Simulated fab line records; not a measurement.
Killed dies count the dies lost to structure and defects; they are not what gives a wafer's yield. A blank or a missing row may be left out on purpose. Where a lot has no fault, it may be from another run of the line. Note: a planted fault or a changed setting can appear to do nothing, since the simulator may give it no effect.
Which of the tools did it? | flow sky130 | Sampling: 14 lots, 42 wafers, 4 of 708 route steps

## WHAT EACH GAUGE READ, for each wafer
SKY_METAL2_THK_MEAS_06: measures by xrf.
lot  | measured     | on            | METAL2_ALCU_THK (nm)
L591 | day 33 22:50 | film_metro-02 | 248 248 248
L592 | day 34 08:03 | film_metro-02 | 247 246 246
L593 | day 34 13:04 | film_metro-03 | 250 251 252
L597 | day 36 13:55 | film_metro-02 | 251 254 252
L599 | day 37 03:47 | film_metro-02 | 290 289 286
L600 | day 37 06:51 | film_metro-01 | 287 285 288
L603 | day 38 06:28 | film_metro-03 | 252 256 254
L607 | day 39 10:31 | film_metro-03 | 251 253 251
L608 | day 39 15:01 | film_metro-02 | 249 253 251
L609 | day 39 21:47 | film_metro-01 | 249 250 248
L610 | day 40 02:01 | film_metro-02 | 244 243 247
L611 | day 40 04:43 | film_metro-03 | 252 252 250
L612 | day 40 12:31 | film_metro-03 | 246 248 251
L614 | day 40 22:46 | film_metro-01 | 252 256 253

SKY_METAL2_CD_MEAS_15 targets a cd of 140 nm.
lot  | measured     | on        | cd_nm (nm)
L591 | day 35 00:56 | cd_sem-01 | 140.9 139.4 139.7
L592 | day 35 10:22 | cd_sem-02 | 139.5 139.3 138.1
L593 | day 35 16:14 | cd_sem-01 | 141.1 139.8 140.0
L597 | day 37 15:08 | cd_sem-02 | 140.8 140.0 140.4
L599 | day 38 05:41 | cd_sem-01 | 137.8 137.1 138.9
L600 | day 38 08:32 | cd_sem-01 | 138.8 137.3 139.6
L603 | day 39 08:14 | cd_sem-02 | 140.6 142.2 140.9
L607 | day 40 10:53 | cd_sem-01 | 142.4 141.4 141.4
L608 | day 40 15:16 | cd_sem-02 | 136.8 136.1 137.3
L609 | day 40 21:40 | cd_sem-02 | 139.3 139.7 140.6
L610 | day 41 02:05 | cd_sem-02 | 137.9 139.0 139.7
L611 | day 41 04:02 | cd_sem-02 | 139.8 139.6 140.7
L612 | day 41 10:40 | cd_sem-02 | 138.5 136.8 138.6
L614 | day 41 20:59 | cd_sem-02 | 138.5 139.7 140.7

SKY_METAL2_OVL_MEAS_16.
lot  | measured     | on         | METAL2_OVL (nm)
L591 | day 35 01:03 | overlay-02 | 1 2 -5
L592 | day 35 10:28 | overlay-01 | -5 -5 2
L593 | day 35 16:22 | overlay-01 | -1 1 0
L597 | day 37 15:15 | overlay-02 | 7 8 5
L599 | day 38 05:48 | overlay-02 | -2 0 1
L600 | day 38 08:40 | overlay-02 | 3 4 0
L603 | day 39 08:22 | overlay-02 | -9 -2 -6
L607 | day 40 11:00 | overlay-02 | -3 0 -2
L608 | day 40 15:22 | overlay-02 | 6 1 -4
L609 | day 40 21:46 | overlay-01 | 2 7 3
L610 | day 41 02:11 | overlay-01 | -5 -6 -1
L611 | day 41 04:10 | overlay-01 | 4 2 7
L612 | day 41 10:47 | overlay-01 | -4 3 -2
L614 | day 41 21:05 | overlay-02 | 1 -3 -5

## EACH LOT AND THE TOOL THAT RAN IT (in order: tool; ch and the chambers of the sampled wafers; start)
lot  | SKY_METAL2_SPUTTER_04
L591 | pvd_sputter-02, day 33 22:40
L592 | pvd_sputter-04, day 34 07:52
L593 | pvd_sputter-01, day 34 12:53
L597 | pvd_sputter-04, day 36 13:44
L599 | pvd_sputter-02, day 37 03:37
L600 | pvd_sputter-04, day 37 06:41
L603 | pvd_sputter-04, day 38 06:17
L607 | pvd_sputter-04, day 39 10:21
L608 | pvd_sputter-04, day 39 14:50
L609 | pvd_sputter-02, day 39 21:36
L610 | pvd_sputter-01, day 40 01:49
L611 | pvd_sputter-04, day 40 04:33
L612 | pvd_sputter-04, day 40 12:20
L614 | pvd_sputter-04, day 40 22:34
- SKY_METAL2_SPUTTER_04: material TiN, target thk 70 nm, time 58.3 s.

## AS READ BY THE TOOLS THEMSELVES (means over the sampled wafers that have a number; for cases with no such wafer, the mark the record gives instead)
SKY_METAL2_SPUTTER_04.
lot  | tool           | cathode_dc_power_W (W) | chamber_pressure_pa (Pa) | throttle_valve_pct (%)
L591 | pvd_sputter-02 | 6499.3                 | 0.3999                   | 30.3
L592 | pvd_sputter-04 | 6500.0                 | 0.4000                   | 30.0
L593 | pvd_sputter-01 | 6499.8                 | 0.3991                   | 30.9
L597 | pvd_sputter-04 | 6500.4                 | 0.4003                   | 29.8
L599 | pvd_sputter-02 | -                      | -                        | -
L600 | pvd_sputter-04 | -                      | -                        | -
L603 | pvd_sputter-04 | 6500.0                 | 0.4000                   | 29.6
L607 | pvd_sputter-04 | 6501.1                 | 0.3994                   | 30.4
L608 | pvd_sputter-04 | 6499.5                 | 0.4009                   | 30.2
L609 | pvd_sputter-02 | 6501.2                 | 0.4007                   | 29.7
L610 | pvd_sputter-01 | 6499.6                 | 0.3998                   | 30.8
L611 | pvd_sputter-04 | 6498.9                 | 0.3997                   | 30.4
L612 | pvd_sputter-04 | 6501.2                 | 0.4004                   | 30.1
L614 | pvd_sputter-04 | 6500.6                 | 0.4003                   | 30.5

## THE ANSWER, worked out from the rows above alone
Rule: usual is defined by the lots themselves. Put in order of their means at a reading, lots are off if they are a third of the lots or fewer, leave a main group of 4 or more, and stand apart from it by a gap of 3 or more times the standard deviation of the main group's means; of several such gaps the widest counts. The tables above print the reading to a certain number of digits; a main group whose means all agree to those digits is not used. Also off: a lot with no number at a reading for which 4 or more lots have one. The other lots that the step has rows for count as sound. The gauges are gone through in route order, then the tools' own readings, and for those a lot's mean is taken as printed above. At the first step where some lot is off, the reading lying furthest off is the one used; lots without a number count as furthest.
Off: L599, L600, at SKY_METAL2_THK_MEAS_06 (METAL2_ALCU_THK). Main group: mean 250 nm, sd 2.8.
A tool fits if, at a process step before that reading, it ran every lot that is off, and no sound lot after the first of them. The gauges at SKY_METAL2_THK_MEAS_06 aren't tried: what is off there is off at SKY_METAL2_SPUTTER_04 too, on other tools, and a gauge's error can't cause that. Not one of the candidates tried fits.

## WHAT HAD BEEN PUT IN BY THE SIMULATOR
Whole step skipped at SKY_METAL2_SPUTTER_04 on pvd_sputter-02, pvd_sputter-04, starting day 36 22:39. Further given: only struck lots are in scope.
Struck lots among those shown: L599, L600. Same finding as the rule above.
